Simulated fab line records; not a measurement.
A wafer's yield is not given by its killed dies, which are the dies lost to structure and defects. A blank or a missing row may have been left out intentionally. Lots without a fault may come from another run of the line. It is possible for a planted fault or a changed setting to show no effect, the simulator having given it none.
A lot that was struck, set against a sound lot	flow sky130	16 steps out of a route of 708
Sound: the wafers L986.4, L986.5, L986.6. Struck: wafer L972.5. (L972.2, L972.6 of the same lot were not struck and are left out.) The cause comes at the end.
At each step with rows: each side's tool, then ch and its chambers, then its first start. Under that, the readings that differ: sound wafers	struck wafers	difference of the means	sigmas: that difference in standard deviations of wafers without a fault.
alike: a reading whose means differ by less than 2 such deviations, as well as words and numbers matching on both sides. not compared: withheld readings; readings where some wafer has no value; bounds like >300 that might hide an equal value; numbers whose values overlap and for which the record gives no deviation.
Wherever a step has rows on one side only, a row that says differs or no value, or a row with sigmas, the two part there. Numbers that don't overlap but have no deviation are shown without sigmas and don't part them. A reading missing from all wafers of one side parts the sides only when that side holds two or more wafers.

first, 4 steps without rows for these wafers: SKY_RES_XHIGH_EXPOSE_04 (exposes mask URPM, target cd 1270 nm); SKY_RES_XHIGH_PEB_05; SKY_RES_XHIGH_DEVELOP_06 (develop time 60 s); SKY_RES_XHIGH_IMPLANT_07.
SKY_RES_XHIGH_STRIP_08: strips in O2/N2.
  sound on plasma-asher-03 ch 0,1, day 33 09:27; struck on plasma-asher-04 ch 0, day 28 22:05
  alike: drypump-motor-current-A, oes-product-au, strip-time-to-endpoint-s
  not compared: rf-hours-counter-h
SKY_RES_XHIGH_TW_MEAS_09:
  sound: film-metro-04 at day 33 09:33; struck: film-metro-02 at day 28 22:11
  alike: RES_XHIGH_TW
then, 6 steps without rows for these wafers: SKY_SD_N_DEHYDRATE_00 (time 60 s); SKY_SD_N_HMDS_01 (prime time 60 s); SKY_SD_N_COAT_02 (resist thk 1140 nm); SKY_SD_N_SOFTBAKE_03 (time 60 s); SKY_SD_N_EXPOSE_04 (exposes mask NSDM, target cd 380 nm); SKY_SD_N_PEB_05.
SKY_SD_N_DEVELOP_06: develop time 60 s.
  sound on litho-track-01 ch 0, day 34 11:47; struck on litho-track-01 ch 0, day 30 02:53
SKY_SD_N_CD_MEAS_07: the cd target is 380 nm.
  sound: cd-sem-02 at day 34 11:55; struck: cd-sem-02 at day 30 03:02
reading	sound	struck	difference	sigmas
cd-nm (nm)	377.2 378.4 378.1	274.2	-103.7	-45
SKY_SD_N_OVL_MEAS_08:
  sound: overlay-02 at day 34 12:00; struck: overlay-01 at day 30 03:08
  alike: SD_N_OVL
following that, these wafers have no rows for 1 step: SKY_PAD_OPEN_PROBE_99.

WHERE THEY PART
SKY_SD_N_CD_MEAS_07 only, going by this record. Later steps at which nothing parts them and some readings are alike: SKY_SD_N_OVL_MEAS_08.

WHY: what the simulator had put in
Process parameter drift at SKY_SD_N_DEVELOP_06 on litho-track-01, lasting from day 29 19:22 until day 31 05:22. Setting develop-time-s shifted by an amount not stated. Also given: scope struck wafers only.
